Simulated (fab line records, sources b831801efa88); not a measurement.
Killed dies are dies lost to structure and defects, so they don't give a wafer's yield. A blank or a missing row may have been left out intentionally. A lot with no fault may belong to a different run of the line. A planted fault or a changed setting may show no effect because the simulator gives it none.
2 desks, one fault    flow sky130    numbers are kept per desk, each desk with only its own; the story behind them comes last

AT THE METROLOGY DESK
What the gauges read, lot by lot, whatever tool the lot ran on: means of the sampled wafers that have a number. If a lot's mean is further than 4 standard deviations from the usual mean, the lot is out of limits and carries the mark OUT (the distance appears in the brackets).
Columns: A = cd-nm at SKY_METAL3_CD_MEAS_13, usual 300.6 nm
lot   first seen here  A
L287  day 38 19:57     301.3
L290  day 40 04:27     301.1
L291  day 40 06:35     301.3
L293  day 40 20:56     299.2
L296  day 41 18:29     299.3
L302  day 43 07:54     301.0
L303  day 43 12:04     300.9
L304  day 44 01:17     301.9
L305  day 44 05:23     301.7
L306  day 44 14:58     301.0
L307  day 44 20:04     301.0
L308  day 45 00:54     300.6
This desk found nothing out of limits on any of the 12 lots.

DESK OF THE TOOL OWNER: litho-track-04
The tool's own readings at SKY_VIA3_DEVELOP_11 (develop time 60 s): means of the sampled wafers that have a number, for each lot that ran on this tool. If a lot's mean is further than 4 standard deviations from the usual mean, the lot is out of limits and carries the mark OUT (the distance appears in the brackets).
Columns: A = developer-temp-C at SKY_VIA3_DEVELOP_11, usual 20.98 C
lot   first seen here  A
L287  day 39 22:00     20.95
L290  day 41 06:00     21.01
L302  day 44 09:00     20.16 (-8.4) OUT
L303  day 44 12:00     20.22 (-7.8) OUT
Finding of this desk: L302, L303 out of limits; the first was L302 at day 44 09:00, on developer-temp-C at SKY_VIA3_DEVELOP_11. Within limits: L287, L290.

BROUGHT TOGETHER
The tool owner's desk had the chance to raise an alarm at day 44 09:00 on L302, L303.
From the metrology desk's view, nothing was out of limits.
The metrology desk has L302, L303 on record, within its limits.
Of the lots named, all ran SKY_VIA3_DEVELOP_11 on litho-track-04.

WHAT WAS PUT IN BY THE SIMULATOR
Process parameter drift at SKY_VIA3_DEVELOP_11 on litho-track-04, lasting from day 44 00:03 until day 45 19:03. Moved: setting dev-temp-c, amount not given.
Shown lots that were struck: L302, L303.
Hours from the fault's start to each desk's first reading out of limits: the tool owner's desk, 9.
